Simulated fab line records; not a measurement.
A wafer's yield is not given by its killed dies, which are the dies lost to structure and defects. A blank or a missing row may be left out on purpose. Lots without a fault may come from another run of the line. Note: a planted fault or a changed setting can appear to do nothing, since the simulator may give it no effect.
fab line records -- flow sfq-line
record lots=14, wafers=42, last-day=91
route steps=325 shown I0@45 M1@71 M3@128 I4@174
lots that met no fault: from a run of the same line without faults
start-h: the number of hours between the record's first day and the start of the first shown wafer of the lot -- wait-h: how many hours have passed since the lot's step before this one -- " identical to the entry in the row above -- L1.1+2: a row that stands for several wafers -- - no value, or no start was given -- * or withheld: withheld -- < > ~ a bound
route shown NAME@n: NAME is a module with steps in the file, n the number in the route of the first one -- usual: the fault-free wafers' mean and standard deviation -- same: alike in all rows -- chamber/n: place in a boat -- sites: readings site by site -- _std_site: how widely they spread, as a standard deviation -- _edge_site: the outer-site mean with the inner-site mean subtracted -- radius-mm: how far each site lies from the wafer's centre -- mask NAME#n: copy n -- behind: the tool/chamber that last shaped the wafer -- hold: the reason the lot was held/the length of the hold in hours/how it ended -- device: the n, p or np transistor that did not switch -- end of line: the same wafers' tests at the end of the route -- a step given without rows: its recipe and nothing more -- killed: not the wafer's yield, but the dies lost to structure and defects at the first sort -- map: the dies of a wafer, with x for killed, . for not killed, _ for no die there
set.NAME: setting as actually run; set.NAME@STEP: the setting as run at that earlier step -- model.NAME: the simulator's own value behind a step, which no gauge read
route steps across a sampled set of lots; one table per step, one row per wafer
services: from which hour (start-h, from the record's first day; less than 0 if before it) a tool's chamber was out of use, for how many hours, and why
## steps
# step SFQ_I0_BOW_MEAS_907
# recipe mode=bow
# usual I0_BOW=1/6.8
lot.wafer,tool,chamber,start-h,wait-h,I0_BOW[um]
L749.2,film-metro-01,-,315.05,1.0,-8
L749.4,film-metro-01,-,315.05,1.0,-6
L749.5,film-metro-01,-,315.05,1.0,-13
L750.3,film-metro-01,-,326.00,2.0,-7
L750.5,film-metro-01,-,326.00,2.0,-7
L750.6,film-metro-01,-,326.00,2.0,8
L751.1,film-metro-04,-,336.78,2.0,5
L751.4,film-metro-04,-,336.78,2.0,1
L751.6,film-metro-04,-,336.78,2.0,-6
L752.4,film-metro-01,-,338.02,1.6,-8
L752.5,film-metro-01,-,338.02,1.6,6
L752.6,film-metro-01,-,338.02,1.6,-3
L753.1,film-metro-02,-,339.78,2.5,0
L753.4,film-metro-02,-,339.78,2.5,-4
L753.6,film-metro-02,-,339.78,2.5,-8
L756.3,film-metro-02,-,345.82,1.0,0
L756.4,film-metro-02,-,345.82,1.0,10
L756.6,film-metro-02,-,345.82,1.0,6
L759.1,film-metro-02,-,351.78,1.0,-7
L759.2,film-metro-02,-,351.78,1.0,10
L759.4,film-metro-02,-,351.78,1.0,0
L765.3,film-metro-01,-,428.52,1.0,-1
L765.4,film-metro-01,-,428.52,1.0,3
L765.6,film-metro-01,-,428.52,1.0,2
L766.1,film-metro-01,-,444.18,2.5,3
L766.4,film-metro-01,-,444.18,2.5,-2
L766.6,film-metro-01,-,444.18,2.5,-7
L767.1,film-metro-02,-,446.52,1.0,3
L767.2,film-metro-02,-,446.52,1.0,2
L767.4,film-metro-02,-,446.52,1.0,1
L768.2,film-metro-01,-,456.14,1.0,-18
L768.3,film-metro-01,-,456.14,1.0,-14
L768.4,film-metro-01,-,456.14,1.0,-14
L770.2,film-metro-02,-,478.94,1.0,-6
L770.3,film-metro-02,-,478.94,1.0,-5
L770.4,film-metro-02,-,478.94,1.0,0
L771.1,film-metro-01,-,500.67,2.0,0
L771.5,film-metro-01,-,500.67,2.0,7
L771.6,film-metro-01,-,500.67,2.0,-8
L772.2,film-metro-04,-,507.92,1.5,0
L772.3,film-metro-04,-,507.92,1.5,-5
L772.5,film-metro-04,-,507.92,1.5,5
# step SFQ_TRILAYER_M1_STRIP_STRIP_043
# recipe gas=O2, power-w=200, platen-temp-c=40, overash-fraction=0.65, chemistry=O2, pressure-mtorr=50
# usual chamber-pressure-mTorr=50.01/0.046, drypump-motor-current-A=6.0/0.49, oes-product-au=1.006/0.0098
lot.wafer,tool,chamber,start-h,wait-h,chamber-pressure-mTorr,drypump-motor-current-A,oes-product-au,rf-hours-counter-h
L749.2,rie-metal-04,1,604.40,0.1,50.00,6.2,1.009,24
L749.4,rie-metal-04,1,604.40,0.1,50.01,6.2,1.016,-
L749.5,rie-metal-04,0,604.40,0.1,50.04,6.2,1.001,-
L750.3,rie-metal-04,1,611.80,0.2,50.01,6.2,1.025,-
L750.5,rie-metal-04,1,611.80,0.2,49.97,6.2,1.022,-
L750.6,rie-metal-04,0,611.80,0.2,50.02,6.2,1.007,-
L751.1,rie-metal-02,1,620.00,0.1,50.04,5.1,0.995,52
L751.4,rie-metal-02,0,620.00,0.1,50.06,6.3,0.990,-
L751.6,rie-metal-02,1,620.00,0.1,50.00,5.1,1.015,-
L752.4,rie-metal-01,0,622.73,0.3,49.97,5.5,0.996,-
L752.5,rie-metal-01,1,622.73,0.3,50.00,6.5,1.017,-
L752.6,rie-metal-01,0,622.73,0.3,49.99,5.5,1.006,-
L753.1,rie-metal-02,0,624.93,0.1,50.02,6.3,0.987,121
L753.4,rie-metal-02,0,624.93,0.1,49.97,6.3,0.995,-
L753.6,rie-metal-02,1,624.93,0.1,50.06,5.1,1.004,-
L756.3,rie-metal-04,0,637.13,0.2,50.00,6.2,1.011,-
L756.4,rie-metal-04,1,637.13,0.2,50.00,6.2,1.002,-
L756.6,rie-metal-04,0,637.13,0.2,50.02,6.2,1.001,-
L759.1,rie-metal-04,1,653.73,0.1,49.98,6.2,1.008,32
L759.2,rie-metal-04,0,653.73,0.1,49.94,6.2,1.014,90
L759.4,rie-metal-04,1,653.73,0.1,50.04,6.2,1.013,-
L765.3,rie-metal-04,1,728.35,0.2,50.04,6.2,1.025,-
L765.4,rie-metal-04,0,728.35,0.2,50.00,6.2,1.002,-
L765.6,rie-metal-04,0,728.35,0.2,50.00,6.2,1.008,-
L766.1,rie-metal-04,0,737.88,0.1,50.04,6.2,1.015,101
L766.4,rie-metal-04,0,737.88,0.1,49.96,6.2,1.003,-
L766.6,rie-metal-04,0,737.88,0.1,50.03,6.2,1.002,-
L767.1,rie-metal-04,0,741.48,0.1,49.96,6.1,0.994,102
L767.2,rie-metal-04,1,741.48,0.1,50.01,6.2,1.019,44
L767.4,rie-metal-04,1,741.48,0.1,50.06,6.2,1.015,-
L768.2,rie-metal-04,0,746.28,0.1,49.94,6.2,0.992,102
L768.3,rie-metal-04,0,746.28,0.1,50.00,6.2,0.998,-
L768.4,rie-metal-04,1,746.28,0.1,49.99,6.2,1.019,-
L770.2,rie-metal-04,1,766.68,0.1,49.99,6.2,1.011,47
L770.3,rie-metal-04,1,766.68,0.1,49.99,6.2,1.005,-
L770.4,rie-metal-04,0,766.68,0.1,49.96,6.2,1.002,-
L771.1,rie-metal-01,1,788.20,0.1,50.00,6.6,1.001,89
L771.5,rie-metal-01,0,788.20,0.1,50.02,5.5,0.994,-
L771.6,rie-metal-01,1,788.20,0.1,49.97,6.5,0.984,-
L772.2,rie-metal-02,1,803.11,0.4,50.01,5.1,1.015,-
L772.3,rie-metal-02,1,803.11,0.4,50.05,5.1,1.011,-
L772.5,rie-metal-02,1,803.11,0.4,49.98,5.1,1.008,-
# step SFQ_M3_OVL_MEAS_921
# usual M3_OVL=-1/5.4
lot.wafer,tool,chamber,start-h,wait-h,M3_OVL[nm]
L749.2,overlay-01,-,917.08,0.1,3
L749.4,overlay-01,-,917.08,0.1,-2
L749.5,overlay-01,-,917.08,0.1,4
L750.3,overlay-01,-,927.90,0.1,-6
L750.5,overlay-01,-,927.90,0.1,-4
L750.6,overlay-01,-,927.90,0.1,-8
L751.1,overlay-01,-,931.49,0.1,0
L751.4,overlay-01,-,931.49,0.1,1
L751.6,overlay-01,-,931.49,0.1,5
L752.4,overlay-01,-,933.91,0.1,2
L752.5,overlay-01,-,933.91,0.1,0
L752.6,overlay-01,-,933.91,0.1,5
L753.1,overlay-01,-,936.29,0.1,-12
L753.4,overlay-01,-,936.29,0.1,-12
L753.6,overlay-01,-,936.29,0.1,-10
L756.3,overlay-02,-,944.72,0.1,2
L756.4,overlay-02,-,944.72,0.1,4
L756.6,overlay-02,-,944.72,0.1,6
L759.1,overlay-02,-,990.26,0.1,5
L759.2,overlay-02,-,990.26,0.1,5
L759.4,overlay-02,-,990.26,0.1,6
L765.3,overlay-01,-,1039.47,0.1,-6
L765.4,overlay-01,-,1039.47,0.1,0
L765.6,overlay-01,-,1039.47,0.1,-4
L766.1,overlay-02,-,1049.06,0.1,-8
L766.4,overlay-02,-,1049.06,0.1,1
L766.6,overlay-02,-,1049.06,0.1,-3
L767.1,overlay-02,-,1050.26,0.1,-6
L767.2,overlay-02,-,1050.26,0.1,-2
L767.4,overlay-02,-,1050.26,0.1,2
L768.2,overlay-01,-,1055.07,0.1,6
L768.3,overlay-01,-,1055.07,0.1,9
L768.4,overlay-01,-,1055.07,0.1,4
L770.2,overlay-01,-,1075.43,0.1,-5
L770.3,overlay-01,-,1075.43,0.1,4
L770.4,overlay-01,-,1075.43,0.1,4
L771.1,overlay-01,-,1105.39,0.1,-8
L771.5,overlay-01,-,1105.39,0.1,-10
L771.6,overlay-01,-,1105.39,0.1,1
L772.2,overlay-01,-,1112.59,0.1,-6
L772.3,overlay-01,-,1112.59,0.1,1
L772.5,overlay-01,-,1112.59,0.1,-8
# step SFQ_TRILAYER_I4_VIA_BARC_OPEN_VIA_ETCH_146
# recipe mask-material=PR, chemistry=O2, target-depth-nm=125, target=BARC, source-w=500, bias-w=80, pressure-mtorr=30, time-s=41.7
# usual chamber-pressure-mTorr=29.998/0.028, drypump-motor-current-A=5.8/0.47, oes-product-au=0.686/0.0049, rf-fwd-power-W=494.8/1.8
# same time-s=41.7
lot.wafer,tool,chamber,start-h,wait-h,chamber-pressure-mTorr,drypump-motor-current-A,oes-product-au,rf-fwd-power-W,rf-hours-counter-h
L749.2,rie-diel-01,3,1213.40,0.0,30.012,6.2,0.697,493.9,12
L749.4,rie-diel-01,2,1213.40,0.0,29.944,6.4,0.679,494.0,13
L749.5,rie-diel-01,1,1213.40,0.0,30.030,6.0,0.684,493.1,-
L750.3,rie-diel-02,2,1219.40,0.0,30.047,4.7,0.684,495.7,6
L750.5,rie-diel-02,3,1219.40,0.0,29.981,6.2,0.678,494.4,-
L750.6,rie-diel-02,0,1219.40,0.0,29.987,6.0,0.683,493.2,-
L751.1,rie-diel-03,2,1223.00,0.0,29.986,5.7,0.679,498.9,7
L751.4,rie-diel-03,3,1223.00,0.0,29.979,5.9,0.680,492.2,6
L751.6,rie-diel-03,0,1223.00,0.0,30.027,5.8,0.681,493.6,-
L752.4,rie-diel-01,1,1224.20,0.0,30.003,6.0,0.693,494.5,7
L752.5,rie-diel-01,0,1224.20,0.0,30.031,5.9,0.688,497.3,-
L752.6,rie-diel-01,3,1224.20,0.0,29.951,6.2,0.688,494.7,-
L753.1,rie-diel-03,2,1226.60,0.0,29.965,5.6,0.687,496.9,7
L753.4,rie-diel-03,3,1226.60,0.0,29.956,5.9,0.682,495.0,6
L753.6,rie-diel-03,0,1226.60,0.0,29.997,5.8,0.684,496.1,-
L756.3,rie-diel-02,2,1243.32,0.0,29.992,4.7,0.684,695.1,7
L756.4,rie-diel-02,0,1243.32,0.0,29.988,6.0,0.692,693.7,10
L756.6,rie-diel-02,1,1243.32,0.0,30.019,6.0,0.688,696.1,-
L759.1,rie-diel-02,3,1280.52,0.0,30.017,6.2,0.687,691.6,18
L759.2,rie-diel-02,0,1280.52,0.0,30.015,6.0,0.687,695.4,11
L759.4,rie-diel-02,2,1280.52,0.0,30.047,4.7,0.686,699.3,7
L765.3,rie-diel-03,1,1333.36,0.0,30.009,4.9,0.687,492.4,15
L765.4,rie-diel-03,3,1333.36,0.0,29.979,5.8,0.690,497.6,8
L765.6,rie-diel-03,3,1333.36,0.0,29.931,5.9,0.681,496.5,-
L766.1,rie-diel-03,0,1341.76,0.0,30.046,5.8,0.686,495.5,4
L766.4,rie-diel-03,3,1341.76,0.0,29.987,5.9,0.677,496.8,-
L766.6,rie-diel-03,2,1341.76,0.0,29.980,5.7,0.688,498.9,-
L767.1,rie-diel-02,0,1348.96,0.0,29.975,5.9,0.680,493.9,12
L767.2,rie-diel-02,3,1348.96,0.0,30.005,6.2,0.685,496.5,19
L767.4,rie-diel-02,2,1348.96,0.0,29.990,4.7,0.673,497.1,8
L768.2,rie-diel-03,3,1351.36,0.0,29.916,5.9,0.681,494.2,8
L768.3,rie-diel-03,0,1351.36,0.0,29.997,5.7,0.688,496.1,5
L768.4,rie-diel-03,0,1351.36,0.0,29.983,5.7,0.690,495.4,-
L770.2,rie-diel-02,2,1362.16,0.0,29.976,4.7,0.681,495.3,8
L770.3,rie-diel-02,3,1362.16,0.0,29.986,6.2,0.683,495.0,20
L770.4,rie-diel-02,0,1362.16,0.0,29.963,5.9,0.692,497.0,12
L771.1,rie-diel-01,2,1381.36,0.0,30.046,6.4,0.683,493.7,15
L771.5,rie-diel-01,0,1381.36,0.0,30.049,5.9,0.692,496.3,-
L771.6,rie-diel-01,1,1381.36,0.0,29.989,6.0,0.679,495.5,-
L772.2,rie-diel-03,0,1384.96,0.0,30.040,5.7,0.687,493.8,5
L772.3,rie-diel-03,1,1384.96,0.0,29.970,4.9,0.687,492.5,16
L772.5,rie-diel-03,3,1384.96,0.0,30.009,5.9,0.681,494.3,-
## services
tool,chamber,start-h,hours,kind
rie-metal-04,-,599.17,0.8,repair
rie-metal-04,-,602.17,0.3,repair
rie-metal-04,0,667.27,3.8,repair
rie-metal-04,-,673.15,1.4,pm
rie-diel-03,-,700.22,2.8,pm
rie-metal-04,-,789.94,2.1,repair
rie-diel-03,2,816.62,2.7,repair
rie-diel-03,1,818.89,7.2,repair
rie-diel-03,0,876.57,5.7,repair
rie-metal-04,-,922.10,1.0,repair
rie-diel-03,1,946.23,3.0,repair
rie-diel-03,-,951.70,0.6,repair
rie-diel-03,-,958.39,0.9,repair
rie-diel-03,2,994.10,9.5,repair
rie-diel-03,2,1019.47,15.1,repair
rie-metal-04,-,1019.55,0.8,repair
rie-metal-04,1,1024.05,4.6,repair
rie-diel-03,-,1089.99,14.6,pm
rie-diel-03,0,1123.97,6.8,repair
rie-metal-04,0,1146.41,3.1,repair
rie-diel-03,1,1154.09,13.1,repair
rie-diel-03,1,1171.97,8.8,repair
rie-diel-03,2,1208.00,8.7,repair
rie-metal-04,-,1312.11,2.2,repair
## key
first-sign step=SFQ_TRILAYER_I4_VIA_BARC_OPEN_VIA_ETCH_146, reading=rf-fwd-power-W, direction=up, sigmas=99+, usual=494.8, struck=695.2
effect none on later readings
met-at SFQ_TRILAYER_I4_VIA_BARC_OPEN_VIA_ETCH_146
struck-lots L756,L759
not-acting-at SFQ_I0_BOW_MEAS_907,SFQ_TRILAYER_M1_STRIP_STRIP_043,SFQ_M3_OVL_MEAS_921
onset-between 1219.40 1243.32
fault kind=process-parameter-drift, tool=rie-diel-02, chamber=-, onset-h=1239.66, steps=SFQ_TRILAYER_I4_VIA_BARC_OPEN_VIA_ETCH_146, channel=source-w, offset=200, shape=step, end-h=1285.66, acts-in=these-recipes-only, stated=500
